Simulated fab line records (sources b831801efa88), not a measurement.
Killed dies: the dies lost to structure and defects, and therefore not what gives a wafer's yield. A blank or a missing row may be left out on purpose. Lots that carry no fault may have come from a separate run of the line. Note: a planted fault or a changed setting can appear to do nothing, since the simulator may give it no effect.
2 desks looking at one fault | flow gf180mcu | each desk holds nothing but its own numbers, with what lay behind them at the end

== METROLOGY DESK ==
What the gauges read, lot by lot, whatever tool the lot ran on: means of the sampled wafers that have a number. If a lot's mean is further than 4 standard deviations from the usual mean, the lot is out of limits and carries the mark OUT (the distance appears in the brackets).
Columns: A = LVPWELL_RS at GF_VT_IMPLANT_RS_MEAS_48, usual 1198.4 ohm/sq; B = POLY_GATE_OXIDATION_THK at GF_POLY_GATE_THK_MEAS_17, usual 3.97 nm
lot  | first seen here | A      | B
L622 | day 7 16:46     | 1195.8 | 4.00
L623 | day 8 04:17     | 1198.6 | 4.02
L625 | day 8 18:44     | 1200.7 | 3.89
L627 | day 9 06:41     | 1196.3 | 3.91
L628 | day 9 10:29     | 1199.1 | 3.96
L629 | day 9 17:15     | 1198.4 | 4.02
L630 | day 10 07:25    | 1200.5 | 4.08
L633 | day 11 10:49    | 1196.3 | 4.04
L634 | day 11 21:15    | 1196.5 | 3.91
L635 | day 11 21:59    | 1196.3 | 4.02
L642 | day 13 12:22    | 1197.3 | 3.85
L643 | day 13 18:31    | 1196.8 | 4.00
L644 | day 14 06:40    | 1199.6 | 4.01
This desk's finding: nothing out of limits on any of the 13 lots.

== TOOL OWNER'S DESK, rie_diel-01 ==
The tool's own readings at GF_HV_LDD_ETCHBACK_58 (etches Si3N4 in CH3F/O2, stops on SiO2, time 100 s, target depth 90 nm): means of the sampled wafers that have a number, for each lot that ran on this tool. If a lot's mean is further than 4 standard deviations from the usual mean, the lot is out of limits and carries the mark OUT (the distance appears in the brackets).
Columns: A = O2_flow_sccm at GF_HV_LDD_ETCHBACK_58, usual 30.01 sccm; B = bias_w at GF_HV_LDD_ETCHBACK_58, usual 80.00 W; C = drypump_motor_current_A at GF_HV_LDD_ETCHBACK_58, usual 5.8 A; D = oes_product_au at GF_HV_LDD_ETCHBACK_58, usual 0.841 a.u.; E = throttle_valve_pct at GF_HV_LDD_ETCHBACK_58, usual 10.561 %
lot  | first seen here | A     | B     | C   | D     | E
L625 | day 14 00:01    | 29.97 | 79.88 | 6.1 | 0.837 | 10.560
L627 | day 14 12:17    | 29.89 | 80.22 | 5.9 | 0.839 | 10.552
L643 | day 20 01:31    | 29.94 | 80.01 | 5.6 | 0.844 | 10.570
L644 | day 20 13:55    | 29.98 | 79.82 | 5.9 | 0.849 | 10.559
This desk's finding: nothing out of limits on any of the 4 lots.

== TAKEN TOGETHER ==
The metrology desk saw nothing out of limits.
Nothing out of limits was seen by the tool owner's desk.

== WHAT WAS PUT IN BY THE SIMULATOR ==
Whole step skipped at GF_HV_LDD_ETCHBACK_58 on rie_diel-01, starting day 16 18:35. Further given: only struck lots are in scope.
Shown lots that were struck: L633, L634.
